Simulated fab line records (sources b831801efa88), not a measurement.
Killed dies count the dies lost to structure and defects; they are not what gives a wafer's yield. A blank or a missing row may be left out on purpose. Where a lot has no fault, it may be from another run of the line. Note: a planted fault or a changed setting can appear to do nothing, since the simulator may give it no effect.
8D (eight disciplines) problem report, filled in by code	flow sky130	the parts of the form that need people (team, actions taken, sign-off) are left out

## 1. WHAT IS WRONG
Mean of heater power total W at SKY_LDD_P_SOFTBAKE_03: 59.34 W across 6 wafers in 2 lots; on wafers with no fault it is 56.60 W (standard deviation 0.044). That is +62 standard deviations from the usual mean.
The step: time 60 s.
First observed at day 25 06:51: wafer L633.1, on litho track-02. The record has a number at this step for 18 wafers belonging to 6 lots. Rule for "out" (also "out of limits"): further than 4 standard deviations from the usual mean. All remaining wafers that have a number are taken as sound.

## 2. WHAT IT IS, AND WHAT IT ISN'T
question	is	is not
which readings at this step	heater power total W, plate temp C	-
which lots	L633, L635	L616, L628, L637, L639
which wafers of those lots	all that have a number	-
read on which tools	litho track-02	litho track-04
when	from day 25 06:51	up to then (6 sound wafers); but 6 sound wafers of L637, L639 came after

## 3. SUSPECTS, AND WHAT RULES EACH OUT
Counting: a tool stays on the suspect list if, at a process step up to the reading, it processed all lots that are out and no sound lot following the first of them.
- plasma asher-03 at SKY_LDD_N_STRIP_16 (strips in O2/N2): kept. It ran every lot that is out, first L633 (day 24 15:44), and no sound lot after that; its last sound lot up to then is L616 (day 17 21:49).
- litho track-02 at SKY_LDD_P_SOFTBAKE_03 (time 60 s): kept. It ran every lot that is out, first L633 (day 25 06:51), and no sound lot after that; its last sound lot up to then is L628 (day 23 14:24). Out on those wafers are its own readings of heater power total W, plate temp C.
After counting, plasma asher-03 at SKY_LDD_N_STRIP_16 and litho track-02 at SKY_LDD_P_SOFTBAKE_03 remain.

## 4. THE CAUSE (what the simulator had put in)
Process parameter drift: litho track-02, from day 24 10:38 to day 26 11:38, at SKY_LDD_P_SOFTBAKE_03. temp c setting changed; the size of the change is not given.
Of the 2 suspects that counting leaves, this tool is one.

## 5. SEQUENCE OF EFFECTS, ordered by route
Each row: a reading whose mean over the struck wafers that have a number lies more than 3 standard deviations from the usual. Readings are gone through only where the record gives a usual standard deviation; hours: the median, over the lots, of the time from a lot's start at the first step in this table giving one to that lot's start at this step; sigmas: the change measured in usual standard deviations.
hours	step	reading	usual	on struck wafers	change	sigmas
0	SKY_LDD_P_SOFTBAKE_03	heater power total W	56.60 W	59.34	+2.74	+62
0	SKY_LDD_P_SOFTBAKE_03	plate temp C	89.99 C	93.09	+3.10	+24
It contains these process steps:
- SKY_LDD_P_SOFTBAKE_03: time 60 s.
Later measuring or inspecting steps at which every struck wafer that the step has a row for has a number for every such reading, and none has moved that far: SKY_LDD_P_CD_MEAS_07.

## 6. HOW IT WOULD HAVE BEEN CAUGHT EARLIER
20 hours passed between the start of the fault at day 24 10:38 and the first reading out of limits in this record, taken at day 25 06:51.
